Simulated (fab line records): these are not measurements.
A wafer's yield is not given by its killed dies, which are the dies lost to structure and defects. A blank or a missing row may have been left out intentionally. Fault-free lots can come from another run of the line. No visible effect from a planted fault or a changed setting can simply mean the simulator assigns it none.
Matching of chambers    flow sky130    4 sister chambers for SKY_CONTACT_ETCH_16 on rie-diel-03
The step etches BARC in N2/H2, stops on SiO2, time 45.9 s, target depth 60 nm. 8 wafers are shown with their chamber, then 7 later ones without.

== WAFERS, EACH WITH ITS CHAMBER ==
wafer   chamber  drypump-motor-current-A (A)  bias-w (W)
L077.6  0        5.6                          99.9
L081.2  3        6.7                          100.0
L082.3  0        5.6                          100.0
L085.1  1        5.3                          100.3
L085.2  2        5.0                          99.8
L085.5  2        5.1                          99.9
L090.1  1        5.3                          100.3
L090.3  3        6.7                          100.2

== WAFERS WHOSE CHAMBER IS MISSING ==
wafer   drypump-motor-current-A (A)  bias-w (W)
L090.6  6.7                          99.2
L092.1  6.7                          100.4
L092.2  5.0                          99.9
L092.6  5.3                          99.9
L097.3  5.3                          99.8
L097.4  5.1                          99.7
L097.5  5.1                          100.2

== EACH ONE'S CHAMBER ==
wafer   from the rows above      in truth
L090.6  3                        3
L092.1  3                        3
L092.2  2                        2
L092.6  1                        1
L097.3  can't be placed: 1 or 2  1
L097.4  2                        2
L097.5  can't be placed: 2 or 1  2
Placed correctly: 5 of 7. Unplaceable from these rows: 2, with the true chamber sitting among the candidates in 2. Wrongly placed: 0.
How it was worked out, from the rows above alone: a wafer's distance from a chamber is the root of the sum, over the readings, of the square of ((its reading less the chamber's mean) divided by the reading's scatter). If the next closest chamber is less than 2 further off than the closest, the wafer can't be placed; otherwise it belongs to the closest. Each chamber's mean is taken over the wafers shown for it. How the scatter is found: for the shown wafers, subtract from each reading the mean of its chamber, square and add these, divide the total by (wafers less chambers), then take the root.
